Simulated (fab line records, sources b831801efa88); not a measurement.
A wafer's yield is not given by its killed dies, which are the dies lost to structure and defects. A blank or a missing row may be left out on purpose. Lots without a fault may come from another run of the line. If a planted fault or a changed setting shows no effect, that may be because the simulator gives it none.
Commonality check across tools | flow gf180mcu | Lots sampled 14, wafers sampled 42

== WHY IT WAS OPENED ==
Of 14 lots, 3 have the reading DNWELL_TW flagged at GF_DNWELL_TW_MEAS_09. Wafers without a fault read 1347, standard deviation 9.5.
Rule: flag the lot when none of its wafers has a number, or when each of its wafers that has one lies beyond 4 standard deviations from that mean. The other lots count as sound.

lot  | measured    | on            | DNWELL_TW, wafer by wafer | flag
L886 | day 3 00:49 | film_metro-01 | 1359 1360 1350            |
L887 | day 3 04:26 | film_metro-01 | 1357 1347 1351            |
L888 | day 3 10:52 | film_metro-04 | 1337 1333 1324            |
L890 | day 3 22:04 | film_metro-01 | 1361 1359 1362            |
L891 | day 4 03:43 | film_metro-02 | 1342 1338 1344            |
L892 | day 4 07:29 | film_metro-02 | 1332 1327 1333            |
L895 | day 5 01:13 | film_metro-01 | 1358 1354 1360            |
L896 | day 5 05:11 | film_metro-01 | 1357 1356 1353            |
L897 | day 5 10:16 | film_metro-04 | 1336 1341 1337            |
L898 | day 5 20:44 | film_metro-02 | 1349 1355 1349            |
L905 | day 7 05:29 | film_metro-02 | 1252 1234 1249            | FLAGGED
L906 | day 7 10:59 | film_metro-01 | 1248 1245 1257            | FLAGGED
L907 | day 7 16:32 | film_metro-01 | 1249 1244 1251            | FLAGGED
L908 | day 7 22:25 | film_metro-04 | 1343 1342 1339            |
The mean of the flagged lots' numbers is 1248, -99 from the usual (-10 standard deviations).

== WHICH TOOL EACH LOT WENT THROUGH ==
The record holds 1 process step before the reading, out of a route of 602 steps. Each cell gives the tool, then ch followed by the chambers the sampled wafers passed through, then the start.
lot  | flag    | GF_DNWELL_IMPLANT_07
L886 |         | implanter-04 ch 0, day 3 00:34
L887 |         | implanter-01 ch 0, day 3 04:11
L888 |         | implanter-04 ch 0, day 3 10:38
L890 |         | implanter-03 ch 0, day 3 21:50
L891 |         | implanter-01 ch 0, day 4 03:28
L892 |         | implanter-03 ch 0, day 4 07:14
L895 |         | implanter-04 ch 0, day 5 00:59
L896 |         | implanter-03 ch 0, day 5 04:57
L897 |         | implanter-03 ch 0, day 5 10:01
L898 |         | implanter-01 ch 0, day 5 20:29
L905 | FLAGGED | implanter-03 ch 0, day 7 05:15
L906 | FLAGGED | implanter-03 ch 0, day 7 10:44
L907 | FLAGGED | implanter-03 ch 0, day 7 16:19
L908 |         | implanter-01 ch 0, day 7 22:11
What the steps here do:
- GF_DNWELL_IMPLANT_07
- GF_DNWELL_TW_MEAS_09

== FLAGGED AGAINST TOTAL, ONE TOOL AT A TIME (gauges that did the reading follow at the end) ==
step                 | tool          | lots run | flagged | share of the flagged lots | sound lots run after its first flagged lot
GF_DNWELL_IMPLANT_07 | implanter-01  | 4        | 0       | none                      | -
GF_DNWELL_IMPLANT_07 | implanter-03  | 7        | 3       | all                       | 0
GF_DNWELL_IMPLANT_07 | implanter-04  | 3        | 0       | none                      | -
GF_DNWELL_TW_MEAS_09 | film_metro-01 | 7        | 2       | some                      | 0
GF_DNWELL_TW_MEAS_09 | film_metro-02 | 4        | 1       | some                      | 0
GF_DNWELL_TW_MEAS_09 | film_metro-04 | 3        | 0       | none                      | -

== WHAT THE TABLE ALLOWS ==
1 row of the table ran every flagged lot: implanter-03 at GF_DNWELL_IMPLANT_07.
- implanter-03 at GF_DNWELL_IMPLANT_07 ran 7 lots, 3 of them flagged. Its last sound lot is L897 (day 5 10:01), its first flagged lot L905 (day 7 05:15): a fault that began between those two fits.
Just one tool remains: implanter-03 at GF_DNWELL_IMPLANT_07.

== WHAT THE SIMULATOR PUT IN ==
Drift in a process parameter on implanter-03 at GF_DNWELL_IMPLANT_07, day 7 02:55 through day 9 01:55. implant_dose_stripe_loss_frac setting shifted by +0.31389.
Lots struck among those shown: L905, L906, L907. This agrees with what the rule above found.
